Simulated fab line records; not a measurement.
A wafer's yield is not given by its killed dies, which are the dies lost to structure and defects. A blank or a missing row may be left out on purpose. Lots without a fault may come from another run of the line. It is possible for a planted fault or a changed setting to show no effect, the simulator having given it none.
Which of the tools did it? ; flow gf180mcu ; Sampling: 6 lots, 18 wafers, 3 of 602 route steps

WHAT EACH GAUGE READ, for each wafer
GF_M1_CD_MEAS_14: the cd target is 230 nm.
lot;measured;on;cd_nm (nm)
L823;day 18 07:59;cd_sem-01;228.7 230.7 230.2
L829;day 20 12:31;cd_sem-01;219.4 218.4 218.7
L836;day 22 22:56;cd_sem-02;230.2 229.5 230.4
L838;day 23 14:38;cd_sem-01;229.3 229.6 228.3
L840;day 24 13:40;cd_sem-02;229.4 228.9 227.7
L842;day 25 05:04;cd_sem-02;229.6 228.4 228.6

TOOL THAT RAN EACH LOT (tool first, then ch and the chambers of the sampled wafers, then the start)
lot;GF_PSD_RTA_13;GF_M1_EXPOSE_11
L823;rtp_anneal-02 ch 0, day 15 09:14;krf_scanner-01 ch 0, day 17 20:14
L829;rtp_anneal-01 ch 0, day 17 09:21;krf_scanner-02 ch 0, day 20 00:46
L836;rtp_anneal-02 ch 0, day 19 21:21;krf_scanner-01 ch 0, day 22 11:24
L838;rtp_anneal-01 ch 0, day 20 14:35;krf_scanner-01 ch 0, day 23 04:01
L840;rtp_anneal-02 ch 0, day 21 14:32;krf_scanner-01 ch 0, day 24 03:01
L842;rtp_anneal-02 ch 0, day 22 06:50;krf_scanner-01 ch 0, day 24 18:20
- GF_PSD_RTA_13: time 20 s.
- GF_M1_EXPOSE_11: exposes mask Metal1, target cd 230 nm.

THE ANSWER, worked out from the rows above alone
Rule: what is usual is taken from the lots themselves. The widest of any qualifying gaps counts: lots, ordered by their means at a reading, are off when they make up no more than a third of the lots, leave a main group of 4 or more, and stand apart from it by 3 or more times the standard deviation of that group's means. If all means in a main group match to the digits the tables above print for the reading, that group is not used. Also off: a lot with no number at a reading for which 4 or more lots have one. All remaining lots with rows at the step are treated as sound.
Off: L829 (GF_M1_CD_MEAS_14, cd_nm). Mean 229.3 nm and standard deviation 0.55 in the main group.
A tool fits if, at a process step before that reading, it ran every lot that is off, and no sound lot after the first of them. Gauges at GF_M1_CD_MEAS_14: tried the same way as those tools. One fits: krf_scanner-02 at GF_M1_EXPOSE_11. It ran no sound lot before its first lot that is off in this sample, so the start can't be narrowed down.

WHAT WAS PUT IN BY THE SIMULATOR
Process parameters drifting: krf_scanner-02 at GF_M1_EXPOSE_11, beginning at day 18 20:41. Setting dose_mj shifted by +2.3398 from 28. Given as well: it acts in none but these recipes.
Shown lots that were struck: L829. The rule given above showed the same thing.
